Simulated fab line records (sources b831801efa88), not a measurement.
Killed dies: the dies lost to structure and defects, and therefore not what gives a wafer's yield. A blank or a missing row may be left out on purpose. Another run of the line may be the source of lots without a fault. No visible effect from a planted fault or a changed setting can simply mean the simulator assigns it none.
Which of the tools did it? ; flow sky130 ; 12 lots with 36 wafers sampled at 4 steps, on a route of 708 steps

WHAT EACH GAUGE READ, for each wafer
SKY_SONOS_TUNNEL_OVL_MEAS_08. Usual: for SONOS_TUNNEL_OVL the level is -0.1 nm and the standard deviation is 1.3.
lot;measured;on;SONOS_TUNNEL_OVL (nm);flag
L322;day 11 18:07;overlay-01;-1.6 -2.0 -0.5;
L323;day 11 22:37;overlay-01;1.7 0.2 1.4;
L327;day 13 14:41;overlay-02;-0.6 -0.2 -3.3;
L330;day 14 17:01;overlay-01;-0.9 -0.7 -0.8;
L331;day 14 22:40;overlay-01;1.4 0.6 3.5;
L334;day 16 01:01;overlay-01;-0.7 1.4 0.4;
L335;day 16 03:44;overlay-02;0.3 -0.2 0.3;
L336;day 16 11:01;overlay-01;0.1 1.6 -0.7;
L337;day 16 22:01;overlay-02;-0.8 -0.6 0.8;
L342;day 18 07:35;overlay-02;-2.2 -1.0 -2.9;
L343;day 18 18:14;overlay-02;1.6 -0.5 -0.9;
L344;day 18 22:35;overlay-02;0.7 -0.6 0.2;

SKY_GATE_OXIDE_OVL_MEAS_10. Usual: for GATE_OXIDE_OVL the level is -0.7 nm and the standard deviation is 1.2.
lot;measured;on;GATE_OXIDE_OVL (nm);flag
L322;day 14 04:22;overlay-01;-1.0 -1.1 -1.3;
L323;day 14 09:17;overlay-01;-0.8 0.0 -0.6;
L327;day 16 15:13;overlay-02;-0.4 0.0 1.3;
L330;day 17 07:13;overlay-02;-3.0 -0.5 -1.4;
L331;day 17 14:56;overlay-01;0.2 1.5 1.1;
L334;day 18 21:26;overlay-01;-1.6 -1.6 -1.7;
L335;day 18 21:47;overlay-01;-0.6 1.4 -0.3;
L336;day 19 06:14;overlay-01;-1.3 -0.5 -0.4;
L337;day 19 20:23;overlay-02;-0.7 1.7 -0.8;
L342;day 21 08:59;overlay-02;0.5 -1.9 -0.1;
L343;day 21 17:36;overlay-01;0.8 0.8 0.8;
L344;day 21 21:23;overlay-01;-2.4 -1.5 -0.3;

SKY_RES_PROTECT_TW_MEAS_08. Usual: for POLY_GATE_TW the level is 4007 and the standard deviation is 20.
lot;measured;on;POLY_GATE_TW;flag
L322;day 15 10:51;film-metro-03;4011 4000 4013;
L323;day 15 15:41;film-metro-02;3985 3998 3994;
L327;day 18 00:11;film-metro-01;4013 3982 3983;
L330;day 18 16:32;film-metro-01;4011 4017 4011;
L331;day 19 02:47;film-metro-03;4022 4004 4009;
L334;day 20 08:02;film-metro-03;3991 3984 3984;
L335;day 20 10:29;film-metro-01;30 30 30;OFF
L336;day 20 17:44;film-metro-03;3980 3997 3999;
L337;day 21 08:23;film-metro-02;3988 4048 4001;
L342;day 22 18:19;film-metro-02;3974 4001 4010;
L343;day 23 03:27;film-metro-02;4020 4011 4015;
L344;day 23 07:40;film-metro-01;4046 4017 4023;

WHAT TOOL EACH LOT RAN ON (gives the tool, then ch and the chambers of the sampled wafers, and finally the start)
lot;SKY_RES_PROTECT_EXPOSE_04
L322;iline-stepper-02 ch 0, day 14 21:44
L323;iline-stepper-01 ch 0, day 15 01:43
L327;iline-stepper-01 ch 0, day 17 09:17
L330;iline-stepper-02 ch 0, day 18 02:41
L331;iline-stepper-01 ch 0, day 18 11:36
L334;iline-stepper-01 ch 0, day 19 16:32
L335;iline-stepper-02 ch 0, day 19 18:24
L336;iline-stepper-02 ch 0, day 20 02:26
L337;iline-stepper-02 ch 0, day 20 17:02
L342;iline-stepper-02 ch 0, day 22 03:56
L343;iline-stepper-02 ch 0, day 22 11:38
L344;iline-stepper-01 ch 0, day 22 15:40
- SKY_RES_PROTECT_EXPOSE_04: exposes mask RPM, target cd 1270 nm.

WHAT THE TOOLS THEMSELVES READ (means of the sampled wafers that have a number; where no wafer has one, the mark that the record gives instead)
SKY_RES_PROTECT_EXPOSE_04. Usual: focus-offset-nm reads 0.1 nm (standard deviation 0.53).
lot;tool;focus-offset-nm (nm);flag
L322;iline-stepper-02;-0.0;
L323;iline-stepper-01;0.2;
L327;iline-stepper-01;0.3;
L330;iline-stepper-02;0.0;
L331;iline-stepper-01;1.5;
L334;iline-stepper-01;-0.3;
L335;iline-stepper-02;0.7;
L336;iline-stepper-02;0.5;
L337;iline-stepper-02;0.1;
L342;iline-stepper-02;0.6;
L343;iline-stepper-02;0.2;
L344;iline-stepper-01;0.3;

THE ANSWER, worked out from the rows above alone
Rule: a lot counts as off when the mean over its wafers that have a number is more than 3 standard deviations away from the usual mean. A lot without any number at a reading at which 4 lots or more have one is off too. Where the step has rows for the other lots, those lots are counted as sound. After the gauges, taken in route order, come the tools' own readings; for these a lot's mean is taken, as printed above. The first step at which some lot is off is used, and at that step the reading that is off furthest; a lot without a number counts as furthest.
Off: at SKY_RES_PROTECT_TW_MEAS_08 (POLY_GATE_TW), L335.
If a tool, at a process step before that reading, ran all the lots that are off and no sound lot after the first of them, it fits. Gauges at SKY_RES_PROTECT_TW_MEAS_08: tried the same way as those tools. Of those tried, none fits.

WHAT HAD BEEN PUT IN BY THE SIMULATOR
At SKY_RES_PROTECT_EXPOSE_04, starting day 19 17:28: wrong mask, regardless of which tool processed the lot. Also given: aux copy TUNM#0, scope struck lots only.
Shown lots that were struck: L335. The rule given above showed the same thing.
